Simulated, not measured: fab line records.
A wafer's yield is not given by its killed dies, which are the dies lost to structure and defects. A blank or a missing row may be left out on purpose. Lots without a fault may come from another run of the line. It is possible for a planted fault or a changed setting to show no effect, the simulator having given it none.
Comparing a struck lot with a sound one :: flow gf180mcu :: 15 out of 602 route steps
Sound: these wafers, L863.4, L863.5, L863.6. Struck: wafer L876.1 (L876.4, L876.6, from the same lot, were not struck and are left out); the cause is given at the end.
At each step with rows: each side's tool, then ch and its chambers, then its first start. Under that, the readings that differ: sound wafers :: struck wafers :: difference of the means :: sigmas: that difference in standard deviations of wafers without a fault.
alike: a reading whose means differ by less than 2 such deviations, as well as words and numbers matching on both sides. not compared: withheld readings; readings where some wafer has no value; bounds like >300 that might hide an equal value; numbers whose values overlap and for which the record gives no deviation.
A row with sigmas, a row that says differs or no value, or rows on one side alone: a step with any of these is where the two part. When numbers do not overlap yet have no deviation, they are printed without sigmas and do not part them. A reading that every wafer of one side lacks parts them only if that side has two wafers or more.

first, 5 steps without rows for these wafers: GF_V1_COAT_09 (resist thk 1000 nm); GF_V1_SOFTBAKE_10 (time 60 s); GF_V1_EXPOSE_11 (exposes mask Via1, target cd 260 nm); GF_V1_PEB_12 (peb time 90 s); GF_V1_DEVELOP_13 (develop time 60 s).
GF_V1_CD_MEAS_14: target cd 260 nm.
  sound: cd-sem-02 at day 20 23:19; struck: cd-sem-01 at day 25 06:10
  alike: cd-nm
GF_V1_OVL_MEAS_15:
  sound: overlay-02 at day 20 23:24; struck: overlay-01 at day 25 06:17
  alike: V1_OVL
GF_V1_ETCH_16: etches BARC in N2/H2.
  sound on rie-diel-02 ch 0,1,2, day 20 23:26; struck on rie-diel-03 ch 1, day 25 06:19
reading: throttle-valve-pct (%)
sound: 13.236 13.226 13.241
struck: 13.205
difference: -0.029
sigmas: -3
  alike: drypump-motor-current-A, oes-product-au
GF_V1_ETCH_17: etches SiO2 in C4F8/O2/Ar, stops on TiN, target depth 630 nm.
  sound on rie-diel-02 ch 0,1,2; struck on rie-diel-03 ch 1
  alike: oes-product-au
GF_V1_STRIP_18: strips in O2/N2.
  sound on plasma-asher-02 ch 0,1, day 20 23:35; struck on plasma-asher-04 ch 0, day 25 06:26
reading: rf-hours-counter-h (h)
sound: - - -
struck: 91
difference: no value on the sound wafers
sigmas: 
  alike: drypump-motor-current-A, heater-power-w, o2-flow-sccm, oes-product-au
then, 2 steps without rows for these wafers: GF_V1_STRIP_19 (strips in post etch residue remover, time 1200 s); GF_V1_CLEAN_20 (cleans in DIW).
GF_V1_SPUTTER_21: material Ti, target thk 15 nm, time 80.02 s.
  sound: pvd-sputter-03 at day 21 00:05; struck: pvd-sputter-03 at day 25 07:01
reading: model.Ti_of_V1_SPUTTER_21.thk-nm (nm)
sound: 14.99 14.96 14.94
struck: 13.26
difference: -1.70
sigmas: 
  alike: substrate-temp-c, throttle-valve-pct
GF_V1_SPUTTER_22: material TiN, target thk 10 nm, time 40 s.
  sound: pvd-sputter-03 at day 21 00:09; struck: pvd-sputter-03 at day 25 07:04
  alike: throttle-valve-pct
GF_PASSIVATION_PROBE_99:
  rows exist in the record for the sound wafers here (prober-01, day 31 07:36), none for the struck ones

## WHERE THEY PART
At GF_V1_ETCH_16 first; at GF_PASSIVATION_PROBE_99 last (within this record only).

WHY: the cause the simulator had injected
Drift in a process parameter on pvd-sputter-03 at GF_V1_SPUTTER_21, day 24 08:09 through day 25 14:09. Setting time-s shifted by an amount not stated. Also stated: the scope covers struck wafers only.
